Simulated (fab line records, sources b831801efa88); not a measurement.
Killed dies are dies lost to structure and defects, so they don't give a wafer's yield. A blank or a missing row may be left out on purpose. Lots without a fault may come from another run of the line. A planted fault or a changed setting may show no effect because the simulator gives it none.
A struck lot beside a sound one | flow sky130 | 26 steps out of a route of 708
Sound: wafers L413.2, L413.3, L413.5. Struck: wafers L422.3, L422.4, L422.6. The cause comes at the end.
At each step with rows: each side's tool, then ch and its chambers, then its first start. Under that, the readings that differ: sound wafers | struck wafers | difference of the means | sigmas: that difference in standard deviations of wafers without a fault.
alike: readings whose means differ by less than 2 such deviations, and words and numbers that are the same on both sides. not compared: withheld readings, readings that some wafer has no value for, bounds like >300 that may hide the same value, and numbers for which the record gives no deviation and whose values overlap.
The two part at a step that has a row with sigmas, a row that says differs or no value, or rows on one side only. Numbers that don't overlap but have no deviation are shown without sigmas and don't part them. A reading that every wafer of one side lacks parts them only if that side has two wafers or more.

SKY_VIA1_RS_MEAS_22: measures by four-point-probe.
  sound on film_metro-01, day 36 11:08; struck on film_metro-01, day 39 04:22
  alike: VIA1_W_RS
SKY_VIA1_THK_MEAS_23: measures by xrf.
  sound on film_metro-01, day 36 11:14; struck on film_metro-01, day 39 04:28
  alike: VIA1_W_THK
then, 1 step without rows for these wafers: SKY_VIA1_CMP_24 (polishes, stops on SiO2, t overpolish 15 s, target thk 0 nm).
SKY_METAL2_SPUTTER_00: material Ti, target thk 15 nm, time 10 s.
  sound on pvd_sputter-03, day 36 11:35; struck on pvd_sputter-02, day 39 04:48
  alike: throttle_valve_pct
SKY_METAL2_SPUTTER_01: material TiN, target thk 20 nm, time 16.7 s.
  sound on pvd_sputter-03, day 36 11:37; struck on pvd_sputter-02, day 39 04:49
  alike: throttle_valve_pct
then, 1 step without rows for these wafers: SKY_METAL2_SPUTTER_02 (material AlCu, target thk 250 nm, time 13.3 s).
SKY_METAL2_SPUTTER_03: material Ti, target thk 5 nm, time 3.3 s.
  sound on pvd_sputter-03, day 36 11:40; struck on pvd_sputter-02, day 39 04:52
  reading                | sound          | struck         | difference | sigmas
  throttle_valve_pct (%) | 29.7 29.8 30.5 | 31.5 32.0 31.9 | +1.8       | +2
then, 1 step without rows for these wafers: SKY_METAL2_SPUTTER_04 (material TiN, target thk 70 nm, time 58.3 s).
SKY_METAL2_RS_MEAS_05: measures by four-point-probe.
  sound on film_metro-02, day 36 11:45; struck on film_metro-02, day 39 04:59
  alike: METAL2_ALCU_RS
SKY_METAL2_THK_MEAS_06: measures by xrf.
  sound on film_metro-02, day 36 11:52; struck on film_metro-02, day 39 05:05
  alike: METAL2_ALCU_THK
then, 2 steps without rows for these wafers: SKY_METAL2_DEHYDRATE_07 (time 60 s); SKY_METAL2_HMDS_08 (prime time 60 s).
SKY_METAL2_COAT_09: resist thk 60 nm.
  sound on litho_track-02 ch 0, day 37 00:50; struck on litho_track-02 ch 0, day 39 16:28
  reading              | sound                | struck               | difference | sigmas
  spin_speed_rpm (rpm) | 2999.8 2999.9 2998.5 | 2080.3 2077.7 2075.6 | -921.5     | -99 or more
then, 5 steps without rows for these wafers: SKY_METAL2_COAT_10 (resist thk 450 nm); SKY_METAL2_SOFTBAKE_11 (time 90 s); SKY_METAL2_EXPOSE_12 (exposes mask MM2, target cd 140 nm); SKY_METAL2_PEB_13; SKY_METAL2_DEVELOP_14 (develop time 60 s).
SKY_METAL2_CD_MEAS_15: target cd 140 nm.
  sound on cd_sem-02, day 37 13:56; struck on cd_sem-01, day 40 05:40
  alike: cd_nm
SKY_METAL2_OVL_MEAS_16:
  sound on overlay-02, day 37 14:02; struck on overlay-02, day 40 05:46
  reading         | sound   | struck | difference | sigmas
  METAL2_OVL (nm) | 5 19 16 | -5 1 4 | -13        | -2
SKY_METAL2_DESCUM_17: chemistry O2, time 8 s.
  sound on rie_metal-02 ch 1, day 37 14:04; struck on rie_metal-04 ch 0,1, day 40 05:48
  reading                     | sound       | struck      | difference | sigmas
  drypump_motor_current_A (A) | 5.9 5.9 5.9 | 4.9 4.7 4.7 | -1.1       | -2
  alike: oes_product_au
  not compared: rf_hours_counter_h
SKY_METAL2_ETCH_18: etches BARC in N2/H2, stops on SiO2, time 45.9 s, target depth 60 nm.
  sound on rie_metal-02 ch 1, day 37 14:09; struck on rie_metal-04 ch 0,1, day 40 05:50
  reading                     | sound                | struck               | difference | sigmas
  drypump_motor_current_A (A) | 5.9 5.9 5.9          | 4.9 4.7 4.7          | -1.1       | -2
  oes_product_au (a.u.)       | 0.851 0.855 0.859    | 0.943 0.952 0.951    | +0.094     | +18
  throttle_valve_pct (%)      | 13.212 13.210 13.218 | 13.247 13.243 13.213 | +0.021     | +2
  model.etch.depth_nm (nm)    | 59.77 59.97 60.02    | 72.11 72.02 72.13    | +12.17     |
  not compared: rf_hours_counter_h
SKY_METAL2_METAL_ETCH_19: etches the open film in Cl2/BCl3, stops on SiO2, target depth 360 nm, time 78 s.
  sound on rie_metal-02 ch 1, day 37 14:17; struck on rie_metal-04 ch 0,1, day 40 05:55
  reading                     | sound       | struck      | difference | sigmas
  drypump_motor_current_A (A) | 5.9 5.9 5.9 | 4.9 4.7 4.7 | -1.1       | -2
  alike: bcl3_flow_sccm, oes_product_au, throttle_valve_pct
  not compared: rf_hours_counter_h
SKY_METAL2_STRIP_20: strips in O2/N2.
  sound on plasma_asher-03 ch 0,1, day 37 14:26; struck on plasma_asher-02 ch 0,1, day 40 06:00
  reading                      | sound             | struck            | difference | sigmas
  oes_product_au (a.u.)        | 0.338 0.345 0.333 | 0.346 0.359 0.353 | +0.014     | +3
  strip_time_to_endpoint_s (s) | 2.61 2.64 2.64    | 2.88 2.82 2.80    | +0.20      | +6
  alike: drypump_motor_current_A
  not compared: rf_hours_counter_h
then, 1 step without rows for these wafers: SKY_METAL2_STRIP_21 (strips in post etch residue remover, time 1200 s).
-- the record jumps here: 9 days lie between the struck wafers' starts before and after (it left off in module METAL2 and takes up again in module PAD_OPEN, whose first step shown is number 708 of the route) --
SKY_PAD_OPEN_PROBE_99:
  sound on prober-01, day 47 18:20; struck on prober-01, day 49 16:01
  alike: defect_limited_yield, killed_at_M0_to_M3, killed_at_M4_up, killed_at_contacts, killed_at_front_end, killed_at_other, killed_dies, killed_open, killed_short, sort_bin_3_pad_short, sort_bin_5_function, sort_bin_6_memory, sort_n_pass, sort_yield_pct
  not compared: model.etest.met2_comb.leak_log10_a_um

WHERE THEY PART
First at SKY_METAL2_SPUTTER_03; last, within this record, at SKY_METAL2_STRIP_20. Later steps at which nothing parts them and some readings are alike: SKY_PAD_OPEN_PROBE_99.

WHY: what the simulator had put in
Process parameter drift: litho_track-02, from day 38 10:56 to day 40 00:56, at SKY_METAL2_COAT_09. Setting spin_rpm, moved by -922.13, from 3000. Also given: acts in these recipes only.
